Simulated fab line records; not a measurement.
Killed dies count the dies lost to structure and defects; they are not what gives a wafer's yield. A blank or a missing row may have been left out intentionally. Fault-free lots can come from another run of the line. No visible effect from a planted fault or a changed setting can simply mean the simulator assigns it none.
Chamber matching ; flow sky130 ; 4 sister chambers for SKY_FIELD_ISO_CMP_27 on cmp-02
The step polishes, stops on Si3N4, t overpolish 16 s, target thk 457.8 nm. 4 wafers are shown with their chamber, then 8 later ones without.

EACH WAFER AND ITS CHAMBER
wafer;chamber;motor_current_A (A)
L245.4;2;12.4
L246.5;1;13.3
L246.6;0;12.6
L250.2;3;12.3

WAFERS WITH NO CHAMBER GIVEN
wafer;motor_current_A (A)
L250.5;11.6
L250.6;12.0
L258.1;11.9
L258.4;12.7
L258.6;13.4
L259.3;12.2
L259.5;11.8
L259.6;11.7

THE CHAMBER EACH PASSED THROUGH
wafer;from the rows above;in truth
L250.5;can't be placed: 3 or 2 or 0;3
L250.6;can't be placed: 3 or 2 or 0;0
L258.1;can't be placed: 3 or 2 or 0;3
L258.4;can't be placed: 0 or 2 or 3 or 1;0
L258.6;can't be placed: 1 or 0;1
L259.3;can't be placed: 3 or 2 or 0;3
L259.5;can't be placed: 3 or 2 or 0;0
L259.6;can't be placed: 3 or 2 or 0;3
Correctly placed: 0 of 8. These rows do not allow placing 8 (true chamber among the candidates in 8). Wrongly placed: 0.
How it was worked out, from the rows above alone: a wafer's distance from a chamber is the root of the sum, over the readings, of the square of ((its reading less the chamber's mean) divided by the reading's scatter). If the next closest chamber is less than 2 further off than the closest, the wafer can't be placed; otherwise it belongs to the closest. Each chamber's mean is taken over the wafers shown for it. The scatter: with one shown wafer a chamber, the root of the mean of the squares of how far each hidden wafer lies from its nearest shown one.
